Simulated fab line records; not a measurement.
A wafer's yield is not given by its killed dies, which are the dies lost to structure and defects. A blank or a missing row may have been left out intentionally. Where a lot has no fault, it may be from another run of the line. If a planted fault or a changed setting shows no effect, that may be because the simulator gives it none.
What tool caused it? | flow sky130 | 15 lots, 45 wafers sampled, at 4 steps of a route of 708

## WHAT THE GAUGES SHOWED, per wafer
SKY_POLY_GATE_CD_MEAS_22. Usual: cd-nm at 150.9 nm, with a standard deviation of 1.9.
lot  | measured     | on        | cd-nm (nm)        | flag
L993 | day 17 02:46 | cd-sem-01 | 150.9 151.0 151.5 |
L995 | day 17 21:08 | cd-sem-02 | 149.1 148.1 148.5 |
L998 | day 18 22:04 | cd-sem-01 | 148.8 148.9 148.8 |
L102 | day 20 12:47 | cd-sem-01 | - - -             | OFF
L103 | day 20 19:56 | cd-sem-01 | - - -             | OFF
L104 | day 20 23:16 | cd-sem-01 | - - -             | OFF
L106 | day 21 16:30 | cd-sem-01 | 151.6 152.0 153.5 |
L105 | day 21 19:16 | cd-sem-02 | 148.2 152.0 152.0 |
L107 | day 21 22:31 | cd-sem-02 | 150.5 152.5 152.8 |
L109 | day 22 17:19 | cd-sem-02 | 152.5 151.4 152.5 |
L110 | day 22 20:45 | cd-sem-02 | 152.4 151.6 148.9 |
L112 | day 23 20:35 | cd-sem-02 | 152.4 153.6 153.5 |
L114 | day 24 13:01 | cd-sem-01 | 152.9 153.2 152.9 |
L113 | day 24 18:56 | cd-sem-01 | 147.9 151.5 150.7 |
L116 | day 25 07:13 | cd-sem-02 | 148.4 151.0 150.6 |

## EACH LOT AND THE TOOL THAT RAN IT (in order: tool; ch and the chambers of the sampled wafers; start)
lot  | SKY_POLY_GATE_ETCH_15              | SKY_POLY_GATE_ETCH_16              | SKY_POLY_GATE_ETCH_17
L993 | rie-diel-03 ch 0,2,3, day 16 23:19 | rie-diel-03 ch 0,2,3, day 16 23:24 | rie-si-01 ch 1,2,3, day 16 23:29
L995 | rie-diel-02 ch 0,3, day 17 18:23   | rie-diel-02 ch 0,3, day 17 18:28   | rie-si-01 ch 0,1,2, day 17 18:34
L998 | rie-diel-03 ch 0,3, day 18 19:01   | rie-diel-03 ch 0,3, day 18 19:06   | rie-si-02 ch 2,3, day 18 19:11
L102 | rie-diel-01 ch 0,1, day 20 10:47   | rie-diel-01 ch 0,1, day 20 10:52   | rie-si-01 ch 0,1, day 20 10:58
L103 | rie-diel-01 ch 1,2,3, day 20 17:25 | rie-diel-01 ch 1,2,3, day 20 17:30 | rie-si-01 ch 0,3, day 20 17:36
L104 | rie-diel-03 ch 0,1,2, day 20 21:34 | rie-diel-03 ch 0,1,2, day 20 21:39 | rie-si-02 ch 0,1,2, day 20 21:44
L106 | rie-diel-03 ch 0,1,2, day 21 14:46 | rie-diel-03 ch 0,1,2, day 21 14:51 | rie-si-01 ch 0,2,3, day 21 14:57
L105 | rie-diel-02 ch 0,1,3, day 21 17:34 | rie-diel-02 ch 0,1,3, day 21 17:39 | rie-si-02 ch 0,1,3, day 21 17:45
L107 | rie-diel-01 ch 0,1,2, day 21 20:49 | rie-diel-01 ch 0,1,2, day 21 20:54 | rie-si-01 ch 0,1, day 21 20:59
L109 | rie-diel-03 ch 0,3, day 22 15:37   | rie-diel-03 ch 0,3, day 22 15:41   | rie-si-01 ch 1,2, day 22 15:47
L110 | rie-diel-02 ch 1,2,3, day 22 19:01 | rie-diel-02 ch 1,2,3, day 22 19:06 | rie-si-02 ch 0,1,3, day 22 19:12
L112 | rie-diel-01 ch 0,1,3, day 23 18:02 | rie-diel-01 ch 0,1,3, day 23 18:07 | rie-si-02 ch 0,1,3, day 23 18:10
L114 | rie-diel-03 ch 0,1,2, day 24 11:19 | rie-diel-03 ch 0,1,2, day 24 11:24 | rie-si-01 ch 1,2, day 24 11:30
L113 | rie-diel-02 ch 0,1,3, day 24 17:14 | rie-diel-02 ch 0,1,3, day 24 17:19 | rie-si-02 ch 0,1,2, day 24 17:25
L116 | rie-diel-03 ch 0,2,3, day 25 05:28 | rie-diel-03 ch 0,2,3, day 25 05:32 | rie-si-01 ch 0,3, day 25 05:38
- SKY_POLY_GATE_ETCH_15: etches BARC in N2/H2, stops on SiO2, time 118.5 s, target depth 110 nm.
- SKY_POLY_GATE_ETCH_16: etches Si3N4 in CH3F/O2, stops on poly-Si, time 147.5 s, target depth 75 nm.
- SKY_POLY_GATE_ETCH_17: etches poly-Si in HBr/Cl2, stops on SiO2, target depth 180 nm, time 70.5 s.

## AS READ BY THE TOOLS THEMSELVES (means over the sampled wafers that have a number; for cases with no such wafer, the mark the record gives instead)
SKY_POLY_GATE_ETCH_15. Usual: bias-w 100.0 W, standard deviation 0.31; chamber-pressure-mTorr 30.002 mTorr, standard deviation 0.027; drypump-motor-current-A 5.8 A, standard deviation 0.57; oes-product-au 0.717 a.u., standard deviation 0.0048; throttle-valve-pct 13.213 %, standard deviation 0.0093.
lot  | tool        | bias-w (W) | chamber-pressure-mTorr (mTorr) | drypump-motor-current-A (A) | oes-product-au (a.u.) | throttle-valve-pct (%) | flag
L993 | rie-diel-03 | 99.9       | 30.018                         | 5.7                         | 0.714                 | 13.214                 |
L995 | rie-diel-02 | 99.7       | 29.997                         | 5.8                         | 0.716                 | 13.209                 |
L998 | rie-diel-03 | 99.9       | 29.989                         | 5.2                         | 0.718                 | 13.216                 |
L102 | rie-diel-01 | -          | -                              | -                           | -                     | -                      | OFF
L103 | rie-diel-01 | -          | -                              | -                           | -                     | -                      | OFF
L104 | rie-diel-03 | -          | -                              | -                           | -                     | -                      | OFF
L106 | rie-diel-03 | 100.3      | 30.025                         | 6.2                         | 0.718                 | 13.216                 |
L105 | rie-diel-02 | 100.4      | 29.979                         | 5.7                         | 0.716                 | 13.208                 |
L107 | rie-diel-01 | 100.4      | 29.996                         | 5.9                         | 0.716                 | 13.210                 |
L109 | rie-diel-03 | 100.0      | 30.004                         | 5.2                         | 0.715                 | 13.213                 |
L110 | rie-diel-02 | 100.2      | 29.975                         | 5.8                         | 0.711                 | 13.202                 |
L112 | rie-diel-01 | 99.8       | 30.016                         | 5.8                         | 0.722                 | 13.214                 |
L114 | rie-diel-03 | 100.1      | 29.994                         | 6.2                         | 0.712                 | 13.211                 |
L113 | rie-diel-02 | 100.0      | 30.009                         | 5.7                         | 0.717                 | 13.217                 |
L116 | rie-diel-03 | 100.2      | 30.013                         | 5.7                         | 0.719                 | 13.214                 |

SKY_POLY_GATE_ETCH_16. Usual: O2_flow_sccm 30.00 sccm, standard deviation 0.099; bias-w 80.00 W, standard deviation 0.24; drypump-motor-current-A 5.8 A, standard deviation 0.56; oes-product-au 0.639 a.u., standard deviation 0.0053; throttle-valve-pct 10.535 %, standard deviation 0.0093.
lot  | tool        | O2_flow_sccm (sccm) | bias-w (W) | drypump-motor-current-A (A) | oes-product-au (a.u.) | throttle-valve-pct (%) | flag
L993 | rie-diel-03 | 29.95               | 80.02      | 5.7                         | 0.637                 | 10.535                 |
L995 | rie-diel-02 | 30.11               | 80.20      | 5.8                         | 0.638                 | 10.534                 |
L998 | rie-diel-03 | 30.06               | 80.08      | 5.2                         | 0.638                 | 10.530                 |
L102 | rie-diel-01 | 30.05               | 80.05      | 5.9                         | 0.376                 | 10.498                 | OFF
L103 | rie-diel-01 | 29.95               | 80.15      | 5.6                         | 0.374                 | 10.500                 | OFF
L104 | rie-diel-03 | 30.07               | 79.84      | 6.1                         | 0.373                 | 10.507                 | OFF
L106 | rie-diel-03 | 29.96               | 79.89      | 6.2                         | 0.637                 | 10.538                 |
L105 | rie-diel-02 | 29.99               | 79.83      | 5.6                         | 0.634                 | 10.535                 |
L107 | rie-diel-01 | 30.05               | 79.87      | 5.9                         | 0.638                 | 10.537                 |
L109 | rie-diel-03 | 29.95               | 79.89      | 5.2                         | 0.643                 | 10.532                 |
L110 | rie-diel-02 | 30.08               | 79.97      | 5.8                         | 0.641                 | 10.540                 |
L112 | rie-diel-01 | 30.01               | 80.28      | 5.8                         | 0.647                 | 10.537                 |
L114 | rie-diel-03 | 30.01               | 79.95      | 6.1                         | 0.644                 | 10.532                 |
L113 | rie-diel-02 | 29.97               | 80.05      | 5.7                         | 0.636                 | 10.528                 |
L116 | rie-diel-03 | 30.01               | 80.17      | 5.7                         | 0.640                 | 10.537                 |

SKY_POLY_GATE_ETCH_17. Usual: HBr_flow_sccm 150.0 sccm, standard deviation 0.43; bias-w 100.0 W, standard deviation 0.31; drypump-motor-current-A 5.8 A, standard deviation 0.37; oes-product-au 0.984 a.u., standard deviation 0.0072; throttle-valve-pct 33.684 %, standard deviation 0.0085.
lot  | tool      | HBr_flow_sccm (sccm) | bias-w (W) | drypump-motor-current-A (A) | oes-product-au (a.u.) | throttle-valve-pct (%) | flag
L993 | rie-si-01 | 150.5                | 100.0      | 5.8                         | 0.978                 | 33.681                 |
L995 | rie-si-01 | 150.0                | 100.1      | 5.9                         | 0.984                 | 33.679                 |
L998 | rie-si-02 | 150.3                | 100.1      | 5.2                         | 0.982                 | 33.688                 |
L102 | rie-si-01 | 149.6                | 100.1      | 6.0                         | 0.273                 | 33.682                 | OFF
L103 | rie-si-01 | 150.5                | 100.2      | 6.1                         | 0.271                 | 33.677                 | OFF
L104 | rie-si-02 | 150.2                | 99.9       | 6.0                         | 0.273                 | 33.680                 | OFF
L106 | rie-si-01 | 150.5                | 99.9       | 5.9                         | 0.984                 | 33.684                 |
L105 | rie-si-02 | 149.9                | 100.0      | 5.8                         | 0.974                 | 33.688                 |
L107 | rie-si-01 | 150.2                | 99.8       | 5.9                         | 0.981                 | 33.685                 |
L109 | rie-si-01 | 149.7                | 100.2      | 5.7                         | 0.978                 | 33.685                 |
L110 | rie-si-02 | 149.9                | 100.0      | 5.8                         | 0.973                 | 33.678                 |
L112 | rie-si-02 | 150.1                | 100.2      | 5.8                         | 0.982                 | 33.684                 |
L114 | rie-si-01 | 150.3                | 100.3      | 5.8                         | 0.988                 | 33.690                 |
L113 | rie-si-02 | 150.0                | 100.1      | 5.9                         | 0.980                 | 33.685                 |
L116 | rie-si-01 | 150.4                | 99.9       | 6.1                         | 0.997                 | 33.683                 |

## THE ANSWER, worked out from the rows above alone
Rule: take the mean of a lot's wafers that have a number; if it is more than 3 standard deviations from the usual mean, the lot is off. Also off: a lot with no number at a reading for which 4 or more lots have one. Where the step has rows for the other lots, those lots are counted as sound. After the gauges, taken in route order, come the tools' own readings; for these a lot's mean is taken, as printed above. At the first step where some lot is off, the reading lying furthest off is the one used; lots without a number count as furthest.
Off: L102, L103, L104, at SKY_POLY_GATE_CD_MEAS_22 (cd-nm). Without a number there: L102, L103, L104.
If a tool, at a process step before that reading, ran all the lots that are off and no sound lot after the first of them, it fits. Not tried: the gauges at SKY_POLY_GATE_CD_MEAS_22; whatever is off there is also off at SKY_POLY_GATE_ETCH_15, on other tools, and gauge error can't account for it. No candidate that was tried fits.

## WHAT THE SIMULATOR HAD INSERTED
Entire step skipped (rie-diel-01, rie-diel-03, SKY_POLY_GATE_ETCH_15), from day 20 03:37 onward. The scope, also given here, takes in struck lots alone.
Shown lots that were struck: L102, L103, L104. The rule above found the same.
